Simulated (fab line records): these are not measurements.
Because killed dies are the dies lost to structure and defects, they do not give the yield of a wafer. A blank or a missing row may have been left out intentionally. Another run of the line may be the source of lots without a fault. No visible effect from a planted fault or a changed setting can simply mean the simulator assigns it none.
Struck lot and sound lot, side by side | flow sky130 | 22 out of 708 route steps
Sound: the wafers L401.4, L401.5, L401.6. Wafers L413.3, L413.4, L413.5 were the ones struck. The cause comes at the end.
Order at every step that has rows: each side's tool, ch and its chambers, its first start. Under that, the readings that differ: sound wafers | struck wafers | difference of the means | sigmas: that difference in standard deviations of wafers without a fault.
alike: a reading whose means differ by less than 2 such deviations, as well as words and numbers matching on both sides. not compared: withheld readings; readings where some wafer has no value; bounds like >300 that might hide an equal value; numbers whose values overlap and for which the record gives no deviation.
A row with sigmas, a row that says differs or no value, or rows on one side alone: a step with any of these is where the two part. When numbers do not overlap yet have no deviation, they are printed without sigmas and do not part them. A reading that every wafer of one side lacks parts them only if that side has two wafers or more.

first, 2 steps without rows for these wafers: SKY_RES_PROTECT_DEVELOP_06 (develop time 60 s); SKY_POLY_GATE_IMPLANT_02.
SKY_RES_PROTECT_STRIP_07: strips in O2/N2.
  sound on plasma-asher-01 ch 0,1, day 15 23:49; struck on plasma-asher-02 ch 0,1, day 20 06:49
  alike: drypump-motor-current-A, oes-product-au, strip-time-to-endpoint-s
  not compared: rf-hours-counter-h
SKY_RES_PROTECT_TW_MEAS_08:
  struck on film-metro-04, day 20 06:55; sound on film-metro-01, day 15 23:55
  alike: POLY_GATE_TW
then, 2 steps without rows for these wafers: SKY_RES_PROTECT_CLEAN_09 (cleans in SC1/SC2, time 150 s); SKY_POLY_GATE_CVD_03 (deposits Si3N4 from DCS/NH3, target thk 75 nm, time 1290 s).
SKY_POLY_GATE_THK_MEAS_04:
  struck on film-metro-01, day 20 08:23; sound on film-metro-01, day 16 01:23
  alike: POLY_GATE_CVD_03_THK
then, 5 steps without rows for these wafers: SKY_POLY_GATE_DEHYDRATE_05 (time 60 s); SKY_POLY_GATE_HMDS_06 (prime time 60 s); SKY_POLY_GATE_COAT_07 (resist thk 110 nm); SKY_POLY_GATE_COAT_08 (resist thk 450 nm); SKY_POLY_GATE_SOFTBAKE_09 (time 90 s).
SKY_POLY_GATE_EXPOSE_10: exposes mask P1M, target cd 150 nm.
  sound on krf-scanner-01 ch 0, day 16 15:29; struck on krf-scanner-01 ch 0, day 20 23:34
  reading              | sound             | struck            | difference | sigmas
  exposure-dose-mJ-cm2 | 28.02 27.99 27.99 | 29.63 29.65 29.61 | +1.63      | +53
  alike: mask
then, 2 steps without rows for these wafers: SKY_POLY_GATE_PEB_11; SKY_POLY_GATE_DEVELOP_12 (develop time 60 s).
SKY_POLY_GATE_CD_MEAS_13: target cd 150 nm.
  struck on cd-sem-01, day 21 15:04; sound on cd-sem-01, day 17 06:05
  reading    | sound             | struck            | difference | sigmas
  cd-nm (nm) | 147.9 148.2 148.7 | 139.6 140.4 138.8 | -8.7       | -5
SKY_POLY_GATE_OVL_MEAS_14:
  struck on overlay-01, day 21 15:10; sound on overlay-02, day 17 06:10
  alike: POLY_GATE_OVL
SKY_POLY_GATE_ETCH_15: etches BARC in N2/H2, stops on SiO2, time 118.5 s, target depth 110 nm.
  sound on rie-diel-02 ch 0,1,2, day 17 06:11; struck on rie-diel-03 ch 2,3, day 21 15:11
  reading                    | sound             | struck            | difference | sigmas
  model.POLY_GATE.cd-nm (nm) | 145.2 149.8 150.5 | 139.4 142.8 138.1 | -8.4       |
  alike: drypump-motor-current-A, oes-product-au, throttle-valve-pct
  not compared: rf-hours-counter-h
SKY_POLY_GATE_ETCH_16: etches Si3N4 in CH3F/O2, stops on poly-Si, time 147.5 s, target depth 75 nm.
  sound on rie-diel-02 ch 0,1,2, day 17 06:16; struck on rie-diel-03 ch 2,3, day 21 15:16
  alike: drypump-motor-current-A, oes-product-au, throttle-valve-pct
  not compared: rf-hours-counter-h
SKY_POLY_GATE_ETCH_17: etches poly-Si in HBr/Cl2, stops on SiO2, target depth 180 nm, time 70.5 s.
  sound on rie-si-01 ch 0,3, day 17 06:22; struck on rie-si-02 ch 0,1,3, day 21 15:22
  reading                    | sound             | struck            | difference | sigmas
  model.POLY_GATE.cd-nm (nm) | 145.7 149.8 150.2 | 137.7 143.2 139.2 | -8.5       |
  alike: drypump-motor-current-A, oes-product-au, throttle-valve-pct
  not compared: rf-hours-counter-h
SKY_POLY_GATE_STRIP_18: strips in O2/N2.
  sound on plasma-asher-03 ch 0,1, day 17 06:27; struck on plasma-asher-02 ch 0,1, day 21 15:27
  alike: drypump-motor-current-A, oes-product-au, strip-time-to-endpoint-s
  not compared: rf-hours-counter-h
-- here the record skips 28 days between the struck wafers' starts before and after, leaving off in module POLY_GATE and picking up in module PAD_OPEN (first step shown: number 708 of the route) --
SKY_PAD_OPEN_PROBE_99:
  struck on prober-02, day 49 06:04; sound on prober-02, day 46 13:06
  reading                                  | sound             | struck            | difference | sigmas
  killed-at-other                          | 4 1 0             | 1 0 0             | -1         | -2
  model.etest.pfet_01v8.r-on-ohm-um        | 2836 2914 2976    | 2677 2752 2654    | -214       |
  model.etest.res-poly.line-ohm-um         | 525.8 506.2 499.1 | 564.2 529.9 557.4 | +40.1      |
  model.etest.nfet_01v8.r-on-ohm-um        | 818.9 836.4 838.3 | 781.6 801.3 768.2 | -47.5      |
  model.etest.sonos-uncharged.r-on-ohm-um  | 799.8 811.7 823.1 | 784.7 799.7 777.7 | -24.2      |
  model.etest.nfet_01v8_lvt.drive-ua-um    | 580.5 568.2 569.5 | 608.3 587.2 617.4 | +31.6      |
  model.etest.nfet_01v8.drive-ua-um        | 512.6 498.8 494.2 | 535.3 514.6 538.2 | +27.5      |
  model.etest.nfet_01v8_turned.drive-ua-um | 509.2 501.7 499.2 | 536.3 515.1 543.4 | +28.2      |
  alike: killed_at_M0_to_M3, killed_at_M4_up, killed-at-contacts, killed-at-front-end, killed-dies, killed-open, killed-short
  not compared: model.etest.res-high-po.line-ohm-um

== WHERE THEY PART ==
Last at SKY_PAD_OPEN_PROBE_99 as far as this record goes, first at SKY_POLY_GATE_EXPOSE_10.

WHY: whatever the simulator had introduced
Drift in process parameters on krf-scanner-01 at SKY_POLY_GATE_EXPOSE_10, starting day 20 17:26. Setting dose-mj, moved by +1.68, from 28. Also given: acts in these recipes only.
